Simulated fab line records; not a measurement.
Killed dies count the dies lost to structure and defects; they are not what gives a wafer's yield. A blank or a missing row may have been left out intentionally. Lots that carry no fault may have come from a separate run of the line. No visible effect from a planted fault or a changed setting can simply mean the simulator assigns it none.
2 desks, one fault | flow gf180mcu | numbers are kept per desk, each desk with only its own; the story behind them comes last

== THE TOOL OWNER'S DESK: litho-track-04 ==
At GF_VT_IMPLANT_SOFTBAKE_36 (time 60 s), the tool's own readings, given per lot that ran on this tool as the mean of the sampled wafers with a number. If a lot's mean is further than 4 standard deviations from the usual mean, the lot is out of limits and carries the mark OUT (the distance appears in the brackets).
Columns: A = heater-power-total-W at GF_VT_IMPLANT_SOFTBAKE_36, usual 56.60 W; B = run-length-s at GF_VT_IMPLANT_SOFTBAKE_36, usual 89.20 s
lot  | first seen here | A               | B
L940 | day 7 04:19     | 56.62           | 89.38
L944 | day 8 08:49     | 56.59           | 89.35
L945 | day 8 14:51     | 56.57           | 89.36
L952 | day 10 12:40    | 58.47 (+43) OUT | 84.39 (-30) OUT
L953 | day 10 19:22    | 60.40 (+88) OUT | 79.57 (-60) OUT
This desk's verdict: out of limits on L952, L953, starting with L952 at day 10 12:40 (heater-power-total-W at GF_VT_IMPLANT_SOFTBAKE_36). In limits: L940, L944, L945.

== THE METROLOGY DESK ==
What the gauges read for every lot (on any tool): the sampled wafers with a number, averaged. If a lot's mean is further than 4 standard deviations from the usual mean, the lot is out of limits and carries the mark OUT (the distance appears in the brackets).
Columns: A = POLY_GATE_CVD_00_THK at GF_POLY_GATE_THK_MEAS_01, usual 200.1 nm
lot  | first seen here | A
L940 | day 8 11:24     | 201.7
L942 | day 9 00:40     | 200.5
L943 | day 9 08:46     | 201.3
L944 | day 9 15:55     | 201.0
L945 | day 9 22:26     | 200.0
L949 | day 11 02:20    | 201.3
L952 | day 12 01:48    | 199.1
L953 | day 12 07:25    | 200.6
L957 | day 13 09:40    | 199.4
L958 | day 13 16:24    | 198.4
L959 | day 13 21:59    | 198.4
L961 | day 14 14:50    | 198.3
L962 | day 14 21:45    | 201.3
Result from this desk: across the 13 lots, nothing is out of limits.

== ALL TOGETHER ==
An alarm could have come from the tool owner's desk at day 10 12:40, on L952, L953.
The metrology desk saw nothing out of limits.
The metrology desk has L952, L953 on record, within its limits.
Every lot named ran GF_VT_IMPLANT_SOFTBAKE_36 on litho-track-04.

== WHAT HAD BEEN PUT IN BY THE SIMULATOR ==
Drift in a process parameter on litho-track-04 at GF_VT_IMPLANT_SOFTBAKE_36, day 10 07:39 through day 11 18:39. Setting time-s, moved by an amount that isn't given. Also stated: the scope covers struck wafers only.
Struck lots among those shown: L952, L953.
Delay in hours, fault start to first out-of-limits reading, by desk: the tool owner's desk at 5.
